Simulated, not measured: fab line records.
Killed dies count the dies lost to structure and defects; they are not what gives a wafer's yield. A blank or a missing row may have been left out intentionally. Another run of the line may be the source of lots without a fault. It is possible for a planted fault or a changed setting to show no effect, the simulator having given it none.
Code-filled problem report in 8D (eight disciplines) form :: flow gf180mcu :: the parts of the form that need people (team, actions taken, sign-off) are left out

## 1. THE ISSUE
head_pressure_psi at GF_CONTACT_CMP_27 reads a mean of 3.726 psi on 2 wafers of 2 lots; wafers without a fault read 3.499 psi with a standard deviation of 0.0074. That is +31 standard deviations from the usual mean.
The step: polishes, stops on SiO2, t overpolish 15 s, target thk 0 nm.
First observed at day 18 06:10: wafer L843.3, on cmp-01. At this step, 42 wafers from 14 lots have a number in the record. The rule behind "out" and "out of limits": a value lying over 4 standard deviations away from the usual mean. The rest of the wafers with a number are treated as sound.

## 2. WHAT IT IS, AND WHAT IT ISN'T
question: which readings at this step
is: head_pressure_psi
is not: motor_current_A, overpolish_run_s, slurry_filter_dp_kPa, time_to_endpoint_s

question: which lots
is: L843, L847
is not: L838, L839, L840, L841, L842, L854, L855, L856, L857, L858, L859, L860

question: which wafers of those lots
is: L843.3, L847.1
is not: L843.2, L843.6, L847.3, L847.6

question: read on which tools
is: cmp-01
is not: cmp-02

question: when
is: from day 18 06:10
is not: up to then (17 sound wafers); but 23 sound wafers of L847, L854, L855, L856, L857, L858, L859, L860 came after

## 3. SUSPECTS, AND WHAT RULES EACH OUT
Counting: any tool at a process step up to the reading remains a suspect provided it ran every lot that is out. Sound lots after the first of them don't rule it out here, since some wafers of a struck lot are sound.
- rtp_anneal-01 at GF_SALICIDE_RTA_06 (time 30 s): kept. Ran every lot that is out, first one L843 (day 17 04:50); last sound lot up to then L839 (day 15 18:31).
- cmp-01 at GF_CONTACT_CMP_27 (polishes, stops on SiO2, t overpolish 15 s, target thk 0 nm): kept. Ran every lot that is out, first one L843 (day 18 06:10); last sound lot up to then L842 (day 18 04:31). Its own readings are out on those wafers: head_pressure_psi.
- In cmp-01 at GF_CONTACT_CMP_27, the wafers that are out were processed in chamber 1 and their sound lot-mates in chambers 2, 3.
What counting leaves: rtp_anneal-01 at GF_SALICIDE_RTA_06 and cmp-01 at GF_CONTACT_CMP_27.

## 4. THE CAUSE (what the simulator had put in)
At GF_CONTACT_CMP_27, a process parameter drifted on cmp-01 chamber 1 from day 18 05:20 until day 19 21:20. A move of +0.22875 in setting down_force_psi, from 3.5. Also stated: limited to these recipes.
After counting, 2 suspects remain, this tool included.

## 5. SEQUENCE OF EFFECTS, ordered by route
Each row: a reading whose mean over the struck wafers that have a number lies more than 3 standard deviations from the usual. Only readings for which the record gives a usual standard deviation are gone through. hours: the time from each lot's start at the first step in this table that gives one to its start at this step, as a median over the lots. sigmas: the change in usual standard deviations.
hours: 0
step: GF_CONTACT_CMP_27
reading: head_pressure_psi
usual: 3.499 psi
on struck wafers: 3.726
change: +0.227
sigmas: +31
Its process steps:
- GF_CONTACT_CMP_27: polishes, stops on SiO2, t overpolish 15 s, target thk 0 nm.

## 6. HOW IT WOULD HAVE BEEN CAUGHT EARLIER
In this record the first reading out of limits was taken at day 18 06:10, 1 hour after the fault began at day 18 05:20.
